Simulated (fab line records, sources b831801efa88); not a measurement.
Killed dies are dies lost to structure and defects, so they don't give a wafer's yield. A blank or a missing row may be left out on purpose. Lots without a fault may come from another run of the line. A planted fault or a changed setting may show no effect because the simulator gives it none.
One fault seen from 2 desks | flow gf180mcu | each desk has only its own numbers; what lay behind them comes last

THE METROLOGY DESK
What the gauges read, lot by lot, whatever tool the lot ran on: means of the sampled wafers that have a number. A lot is out of limits, marked OUT, if its mean lies more than 4 standard deviations from the usual mean; the brackets give that distance.
Columns: A = DUAL_GATE_OXIDATION_00_THK at GF_DUAL_GATE_THK_MEAS_03, usual 10.92 nm; B = HV_LDD_01_OVL at GF_HV_LDD_OVL_MEAS_20, usual 1.0 nm
lot  | first seen here | A     | B
L413 | day 8 02:21     | 10.76 | 2.3
L414 | day 8 07:52     | 10.54 | -0.5
L416 | day 8 23:05     | 10.92 | 0.9
L417 | day 9 05:36     | 11.08 | 1.5
L418 | day 9 13:02     | 10.90 | 1.7
L420 | day 10 04:06    | 10.71 | 2.0
L421 | day 10 12:30    | 10.66 | 3.2
L422 | day 10 18:31    | 10.46 | -0.0
L423 | day 11 01:20    | 11.02 | -0.3
L424 | day 11 07:05    | 11.57 | 2.1
L425 | day 11 13:59    | 11.08 | -2.1
L426 | day 11 19:35    | 10.76 | 2.0
L432 | day 13 12:12    | 11.32 | 3.5
L434 | day 14 03:11    | 10.97 | 1.4
This desk's finding: nothing out of limits on any of the 14 lots.

THE TOOL OWNER'S DESK: implanter-02
The tool's own readings at GF_HV_LDD_IMPLANT_34: means of the sampled wafers that have a number, for each lot that ran on this tool. A lot is out of limits, marked OUT, if its mean lies more than 4 standard deviations from the usual mean; the brackets give that distance.
Columns: A = dose_ions_cm2 at GF_HV_LDD_IMPLANT_34, usual 7.5e+12; B = faraday_current_uA at GF_HV_LDD_IMPLANT_34, usual 42.3
lot  | first seen here | A                 | B
L414 | day 12 05:44    | 7.5e+12           | 42.6
L417 | day 13 09:58    | 7.5e+12           | 42.9
L421 | day 14 23:53    | 7.5e+12           | 41.9
L423 | day 15 10:24    | 7.5e+12           | 42.1
L425 | day 16 04:08    | 7.0e+12 (-56) OUT | 39.4
L426 | day 16 13:46    | 7.0e+12 (-55) OUT | 39.2
L434 | day 19 00:44    | 7.5e+12           | 42.3
This desk's finding: out of limits on L425, L426; first on L425, day 16 04:08 (dose_ions_cm2 at GF_HV_LDD_IMPLANT_34). In limits: L414, L417, L421, L423, L434.

PUT TOGETHER
The tool owner's desk could have raised an alarm at day 16 04:08, on L425, L426.
The metrology desk saw nothing out of limits.
The metrology desk has L425, L426 on record, within its limits.
Of the lots named, all ran GF_HV_LDD_IMPLANT_34 on implanter-02.

WHAT THE SIMULATOR HAD PUT IN
Process parameter drift: implanter-02, from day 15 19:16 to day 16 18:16, at GF_HV_LDD_IMPLANT_34. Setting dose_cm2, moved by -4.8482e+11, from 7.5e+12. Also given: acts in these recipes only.
Lots struck among those shown: L425, L426.
Hours from the fault's start to each desk's first reading out of limits: the tool owner's desk, 9.
